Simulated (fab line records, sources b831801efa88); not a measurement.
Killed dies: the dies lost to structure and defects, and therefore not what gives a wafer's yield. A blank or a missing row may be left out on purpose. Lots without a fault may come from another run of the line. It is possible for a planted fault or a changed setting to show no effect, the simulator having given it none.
2 desks, one fault    flow gf180mcu    each desk holds nothing but its own numbers, with what lay behind them at the end

THE TOOL OWNER'S DESK: furnace-02
The tool's own readings at GF_STI_OXIDATION_01 (stabilise 600 s, purge 300 s, target thk 10 nm): means of the sampled wafers that have a number, for each lot that ran on this tool. Any lot whose mean is over 4 standard deviations away from the usual mean is out of limits and marked OUT; that distance is given in the brackets.
Columns: A = tubeCenterTempC at GF_STI_OXIDATION_01, usual 900 C
lot   first seen here  A
L257  day 1 20:10      900
L258  day 2 01:07      900
L259  day 2 06:07      900
L261  day 2 16:56      900
L263  day 3 02:07      900
L264  day 3 07:07      900
L266  day 3 17:07      900
This desk found nothing out of limits on any of the 7 lots.

THE METROLOGY DESK
Means of the sampled wafers that have a number, per lot and without regard to the tool the lot ran on: this is what the gauges read. Any lot whose mean is over 4 standard deviations away from the usual mean is out of limits and marked OUT; that distance is given in the brackets.
Columns: A = STI_OXIDATION_THK at GF_STI_THK_MEAS_02, usual 10.04 nm; B = POLY_GATE_OXIDATION_THK at GF_POLY_GATE_THK_MEAS_17, usual 4.02 nm; C = HV_LDD_CVD_56_THK at GF_HV_LDD_THK_MEAS_57, usual 90.2 nm; D = SAB_CVD_00_THK at GF_SAB_THK_MEAS_01, usual 49.9 nm
lot   first seen here  A                 B     C     D
L255  day 1 11:32      9.94              3.94  90.4  50.8
L256  day 1 16:31      9.85              4.01  90.7  50.8
L257  day 1 21:34      10.07             3.94  90.9  49.8
L258  day 2 02:31      10.25             4.03  88.6  50.4
L259  day 2 07:31      10.01             3.86  89.4  50.4
L261  day 2 18:20      10.01             4.01  90.3  49.6
L263  day 3 03:31      10.23             4.00  89.7  49.9
L264  day 3 08:32      11.45 (+7.1) OUT  4.12  88.9  49.8
L266  day 3 18:31      11.55 (+7.6) OUT  4.16  90.6  49.5
L270  day 4 15:16      10.07             4.23  91.7  49.6
L271  day 4 19:58      9.86              4.14  90.0  49.7
L275  day 5 15:31      10.03             4.14  89.9  49.2
This desk finds L264, L266 out of limits, with the earliest case on L264 at day 3 08:32 (STI_OXIDATION_THK at GF_STI_THK_MEAS_02). In limits: L255, L256, L257, L258, L259, L261, L263, L270, L271, L275.

PUT TOGETHER
An alarm was possible from the metrology desk at day 3 08:32, on L264, L266.
Nothing out of limits was seen by the tool owner's desk.
Tool owner's desk: L264, L266 on record, inside its limits.
The lots listed all ran GF_STI_OXIDATION_01 on furnace-02.

WHAT HAD BEEN PUT IN BY THE SIMULATOR
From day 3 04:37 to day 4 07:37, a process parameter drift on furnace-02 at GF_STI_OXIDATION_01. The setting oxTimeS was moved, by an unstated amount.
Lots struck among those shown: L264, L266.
Time in hours between the start of the fault and the first out-of-limits reading at each desk: metrology desk, 4.
